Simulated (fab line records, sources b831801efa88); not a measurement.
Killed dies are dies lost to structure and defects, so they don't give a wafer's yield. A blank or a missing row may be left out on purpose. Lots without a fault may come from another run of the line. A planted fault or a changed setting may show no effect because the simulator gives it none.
Problem report in the 8D (eight disciplines) form, filled by code | flow sky130 | the parts of the form that need people (team, actions taken, sign-off) are left out

1. THE PROBLEM
strip_time_to_endpoint_s at SKY_NWELL_STRIP_14 reads a mean of 22.94 s on 3 wafers of 2 lots; wafers without a fault read 36.94 s with a standard deviation of 0.095. That is -99 or more standard deviations from the usual mean.
The step: strips in O2/N2.
First seen on wafer L710.2, day 7 19:25, on plasma_asher-01. The record holds 39 wafers of 13 lots with a number at this step. Rule for "out", or "out of limits": more than 4 standard deviations from the usual mean. The other wafers with a number count as sound.

2. WHAT IT IS AND WHAT IT IS NOT
question                    | is                               | is not
which readings at this step | strip_time_to_endpoint_s         | drypump_motor_current_A, oes_product_au
which lots                  | L710, L714                       | L698, L700, L701, L702, L703, L705, L706, L708, L709, L711, L720
which wafers of those lots  | L710.2, L714.2, L714.3           | L710.5, L710.6, L714.5
read on which tools         | plasma_asher-01, plasma_asher-02 | plasma_asher-04
when                        | from day 7 19:25                 | up to then (29 sound wafers); but 7 sound wafers of L711, L714, L720 came after

3. SUSPECTS, AND WHAT RULES EACH OUT
Counting: a tool at a process step up to the reading stays a suspect if it ran every lot that is out. Sound lots after the first of them don't rule it out here, since some wafers of a struck lot are sound.
- litho_track-01 at SKY_NWELL_COAT_05 (resist thk 3000 nm): kept. It ran every lot that is out, first L710 (day 7 08:37); its last sound lot up to then is L709 (day 7 04:27).
Left after counting: litho_track-01 at SKY_NWELL_COAT_05.

4. THE CAUSE (what the simulator had put in)
Process parameter drift: litho_track-01, from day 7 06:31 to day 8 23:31, at SKY_NWELL_COAT_05. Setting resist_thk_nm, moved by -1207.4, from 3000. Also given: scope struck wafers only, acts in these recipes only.
Counting left only this tool.

5. THE CHAIN OF EFFECTS, in route order
Each row: a reading whose mean over the struck wafers that have a number lies more than 3 standard deviations from the usual. Only readings for which the record gives a usual standard deviation are gone through. hours: the time from each lot's start at the first step in this table that gives one to its start at this step, as a median over the lots. sigmas: the change in usual standard deviations.
hours | step               | reading                  | usual   | on struck wafers | change | sigmas
0     | SKY_NWELL_STRIP_14 | strip_time_to_endpoint_s | 36.94 s | 22.94            | -14.00 | -99 or more
The process steps in it:
- SKY_NWELL_STRIP_14: strips in O2/N2.
Later measuring or inspecting steps at which every struck wafer that the step has a row for has a number for every such reading, and none has moved that far: SKY_VT_ADJUST_LVTN_OVL_MEAS_18, SKY_SONOS_ONO_OVL_MEAS_14.

6. WHAT WOULD HAVE CAUGHT IT SOONER
In this record the first reading out of limits was taken at day 7 19:25, 13 hours after the fault began at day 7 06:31.
Of the lots that are out (2), L714 began SKY_NWELL_COAT_05 on litho_track-01 after day 7 19:25. A hold on the tool at that time would have spared it.
